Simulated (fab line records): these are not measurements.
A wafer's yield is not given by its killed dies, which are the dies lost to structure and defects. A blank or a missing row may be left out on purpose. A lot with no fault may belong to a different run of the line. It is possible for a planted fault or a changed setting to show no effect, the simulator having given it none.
Which tool is to blame? | flow sky130 | Sampling: 12 lots, 36 wafers, 2 of 708 route steps

== WHAT THE GAUGES READ, wafer by wafer ==
SKY_METAL2_RS_MEAS_05: measures by four-point-probe.
lot  | measured     | on           | METAL2_ALCU_RS (ohm/sq)
L075 | day 34 20:33 | filmMetro-02 | 0.1266 0.1265 0.1274
L077 | day 35 13:53 | filmMetro-04 | 0.1241 0.1240 0.1248
L079 | day 36 08:11 | filmMetro-03 | 0.1263 0.1255 0.1258
L081 | day 36 13:17 | filmMetro-04 | 0.1242 0.1248 0.1261
L083 | day 37 07:14 | filmMetro-04 | 0.1239 0.1246 0.1272
L085 | day 37 18:31 | filmMetro-03 | 0.1300 0.1310 0.1255
L086 | day 38 10:01 | filmMetro-03 | 0.1292 0.1266 0.1289
L089 | day 39 02:04 | filmMetro-04 | 0.1253 0.1278 0.1259
L091 | day 39 11:47 | filmMetro-02 | 0.1279 0.1286 0.1301
L093 | day 40 08:09 | filmMetro-03 | 0.1279 0.1263 0.1281
L095 | day 40 12:14 | filmMetro-02 | 0.1296 0.1306 0.1284
L097 | day 41 06:11 | filmMetro-04 | 0.1254 0.1289 0.1260

== WHAT TOOL EACH LOT RAN ON (gives the tool, then ch and the chambers of the sampled wafers, and finally the start) ==
lot  | SKY_METAL1_SPUTTER_00
L075 | pvdSputter-01, day 32 11:26
L077 | pvdSputter-03, day 33 05:08
L079 | pvdSputter-04, day 33 23:25
L081 | pvdSputter-04, day 34 05:37
L083 | pvdSputter-03, day 34 23:31
L085 | pvdSputter-03, day 35 11:55
L086 | pvdSputter-01, day 36 02:45
L089 | pvdSputter-04, day 36 19:34
L091 | pvdSputter-03, day 37 05:20
L093 | pvdSputter-03, day 38 02:38
L095 | pvdSputter-03, day 38 06:49
L097 | pvdSputter-01, day 39 00:22
- SKY_METAL1_SPUTTER_00: material Ti, target thk 15 nm, time 10 s.

== THE ANSWER, worked out from the rows above alone ==
Rule: the usual values come from the lots themselves. The widest of any qualifying gaps counts: lots, ordered by their means at a reading, are off when they make up no more than a third of the lots, leave a main group of 4 or more, and stand apart from it by 3 or more times the standard deviation of that group's means. A main group whose means are all the same, to the digits that the tables above print for the reading, isn't used. A lot without any number at a reading at which 4 lots or more have one is off too. The other lots that the step has rows for count as sound.
None of the lots is off at any reading shown; this tells nothing.

== WHAT THE SIMULATOR PUT IN ==
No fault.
